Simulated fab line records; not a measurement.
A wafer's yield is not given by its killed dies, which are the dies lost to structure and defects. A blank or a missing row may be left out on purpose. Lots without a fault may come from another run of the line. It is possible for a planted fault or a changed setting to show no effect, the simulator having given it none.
Problem report, 8D (eight disciplines) form, completed by code | flow gf180mcu | the parts of the form that need people (team, actions taken, sign-off) are left out

== 1. THE ISSUE ==
Wafers free of any fault read 46.16 ohm/sq (standard deviation 0.097) for NSD_RS at GF_PSD_RS_MEAS_14, against a mean of 47.75 ohm/sq on 6 wafers of 2 lots. Measured from the usual mean, that is +16 standard deviations.
The step: measures by four-point-probe.
First observed at day 18 11:38: wafer L198.2, on film-metro-04. The record holds 36 wafers of 12 lots with a number at this step. By rule, "out" or "out of limits" means more than 4 standard deviations away from the usual mean. All remaining wafers that have a number are taken as sound.

== 2. WHAT THIS IS AND IS NOT ==
question                    | is                           | is not
which readings at this step | NSD_RS                       | -
which lots                  | L198, L199                   | L185, L186, L187, L195, L196, L203, L205, L206, L207, L208
which wafers of those lots  | all that have a number       | -
read on which gauges        | film-metro-02, film-metro-04 | film-metro-01
when                        | from day 18 11:38            | up to then (15 sound wafers); but 15 sound wafers of L203, L205, L206, L207, L208 came after

== 3. WHAT RULES OUT EACH SUSPECT ==
Counting: a tool at any process step up to the reading remains a suspect when it ran all the lots that are out and ran no sound lot after the first of those.
- the gauge at GF_PSD_RS_MEAS_14: ruled out. Those wafers that are out were read across 2 gauges (film-metro-02, film-metro-04).
- rtp-anneal-02 at GF_PSD_RTA_13 (time 20 s): ruled out as a lasting fault. Following L198 (day 18 11:33), the first lot on it that is out, the sound lots L205, L206, L208 were run on it.
Left after counting: nothing in the record.

== 4. THE CAUSE (what the simulator had put in) ==
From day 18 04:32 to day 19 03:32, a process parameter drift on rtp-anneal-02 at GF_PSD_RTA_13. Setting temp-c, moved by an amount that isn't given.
The count ruled it out by mistake, since the rule takes a fault to strike every lot its tool runs from the start of the fault on, and this one did not do so.

== 5. SEQUENCE OF EFFECTS, ordered by route ==
Each row: a reading whose mean over the struck wafers that have a number lies more than 3 standard deviations from the usual. Readings are gone through only where the record gives a usual standard deviation; hours: the median, over the lots, of the time from a lot's start at the first step in this table giving one to that lot's start at this step; sigmas: the change measured in usual standard deviations.
hours | step              | reading          | usual        | on struck wafers | change | sigmas
0     | GF_PSD_RTA_13     | wafer_temp_C_max | 1032.7       | 1021.5           | -11.2  | -4.5
0     | GF_PSD_RS_MEAS_14 | NSD_RS           | 46.16 ohm/sq | 47.75            | +1.59  | +16
0     | GF_PSD_RS_MEAS_15 | PSD_RS           | 108.6 ohm/sq | 116.5            | +7.9   | +25
Here are the process steps it includes:
- GF_PSD_RTA_13: time 20 s.

== 6. WHAT WOULD HAVE CAUGHT IT SOONER ==
Counted from the fault's start at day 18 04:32, it took 7 hours until the first out-of-limits reading at a measuring or inspecting step in this record, taken at day 18 11:38.
The tool's own readings at GF_PSD_RTA_13 were out on some of the struck wafers (wafer_temp_C_max): an alarm limit on them would have fired on those.
